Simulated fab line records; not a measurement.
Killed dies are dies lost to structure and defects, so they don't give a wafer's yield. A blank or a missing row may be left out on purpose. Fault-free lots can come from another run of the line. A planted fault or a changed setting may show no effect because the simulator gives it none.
Struck lot and sound lot, side by side ; flow sky130 ; 17 out of 708 route steps
Sound: wafers L465.1, L465.3, L465.6. Struck: wafer L482.2 (L482.3, L482.4, from the same lot, were not struck and are left out); the cause is given at the end.
For every step that has rows: the tool of each side, followed by ch and its chambers, followed by its first start. Under that, the readings that differ: sound wafers ; struck wafers ; difference of the means ; sigmas: that difference in standard deviations of wafers without a fault.
alike: readings with means less than 2 such deviations apart, plus words and numbers identical on both sides. not compared: withheld readings, readings lacking a value on some wafer, bounds such as >300 that could conceal the same value, and numbers that have no deviation in the record and whose values overlap.
The two part at a step that has a row with sigmas, a row that says differs or no value, or rows on one side only. Numbers that don't overlap but have no deviation are shown without sigmas and don't part them. Lack of a reading on every wafer of one side parts them only where that side has two or more wafers.

first, 3 steps without rows for these wafers: SKY_VIA1_EXPOSE_09 (exposes mask VIM, target cd 150 nm); SKY_VIA1_PEB_10; SKY_VIA1_DEVELOP_11 (develop time 60 s).
SKY_VIA1_CD_MEAS_12: the cd target is 150 nm.
  struck on cd_sem-01, day 39 09:16; sound on cd_sem-01, day 33 17:35
reading;sound;struck;difference;sigmas
cd_nm (nm);148.6 149.4 147.4;152.7;+4.2;+2
SKY_VIA1_OVL_MEAS_13:
  struck on overlay-02, day 39 09:23; sound on overlay-01, day 33 17:43
  alike: VIA1_OVL
SKY_VIA1_ETCH_14: etches BARC in N2/H2, stops on SiO2, time 45.9 s, target depth 60 nm.
  sound on rie_diel-02 ch 1,3, day 33 17:44; struck on rie_diel-02 ch 1, day 39 09:25
reading;sound;struck;difference;sigmas
n2_flow_sccm (sccm);99.89 99.97 100.67;99.37;-0.81;-3
oes_product_au (a.u.);0.857 0.857 0.853;0.867;+0.011;+3
  alike: drypump_motor_current_A, throttle_valve_pct
  not compared: rf_hours_counter_h
SKY_VIA1_ETCH_15: etches SiO2 in C4F8/O2/Ar, stops on TiN, target depth 351 nm, time 54 s.
  sound on rie_diel-02 ch 1,3, day 33 17:47; struck on rie_diel-02 ch 1, day 39 09:27
  alike: oes_product_au
  not compared: rf_hours_counter_h
SKY_VIA1_STRIP_16: strips in O2/N2.
  sound on plasma_asher-03 ch 0,1, day 33 17:50; struck on plasma_asher-01 ch 1, day 39 09:30
  alike: drypump_motor_current_A, n2_flow_sccm, oes_product_au, strip_time_to_endpoint_s
  not compared: rf_hours_counter_h
then, 3 steps without rows for these wafers: SKY_VIA1_STRIP_17 (strips in post etch residue remover, time 1200 s); SKY_VIA1_CLEAN_18 (cleans in IPA, time 180 s); SKY_VIA1_CLEAN_19 (cleans in O3/DIW).
SKY_VIA1_SPUTTER_20: material TiN, target thk 20 nm, time 80 s.
  struck on pvd_sputter-01, day 39 10:07; sound on pvd_sputter-03, day 33 18:25
  alike: throttle_valve_pct
SKY_VIA1_CVD_21: deposits W, target thk 270 nm, time 80.902 s.
  sound on cvd_w-02 ch 0,1, day 33 18:29; struck on cvd_w-01 ch 0, day 39 10:11
reading;sound;struck;difference;sigmas
model.W_of_VIA1_CVD_21.thk_nm (nm);265.6 270.2 269.4;255.1;-13.3;
  alike: heater_power_outer_w, heater_power_w
SKY_VIA1_RS_MEAS_22: measures by four-point-probe.
  struck on film_metro-02, day 39 10:17; sound on film_metro-03, day 33 18:35
reading;sound;struck;difference;sigmas
VIA1_W_RS (ohm/sq);0.434 0.428 0.427;0.452;+0.022;+5
SKY_VIA1_THK_MEAS_23: measures by xrf.
  struck on film_metro-02, day 39 10:24; sound on film_metro-03, day 33 18:42
reading;sound;struck;difference;sigmas
VIA1_W_THK (nm);265 271 268;260;-8;-2
SKY_VIA1_CMP_24: polishes, stops on SiO2, t overpolish 15 s, target thk 0 nm.
  sound on cmp-02 ch 1,2, day 33 18:46; struck on cmp-02 ch 1, day 39 10:31
  alike: motor_current_A, overpolish_run_s, time_to_endpoint_s
next, for these wafers, 1 step has no rows: SKY_PAD_OPEN_PROBE_99.

WHERE THEY PART
Last at SKY_VIA1_THK_MEAS_23 as far as this record goes, first at SKY_VIA1_CD_MEAS_12. Later steps at which nothing parts them and some readings are alike: SKY_VIA1_CMP_24.

WHY: what had been put in by the simulator
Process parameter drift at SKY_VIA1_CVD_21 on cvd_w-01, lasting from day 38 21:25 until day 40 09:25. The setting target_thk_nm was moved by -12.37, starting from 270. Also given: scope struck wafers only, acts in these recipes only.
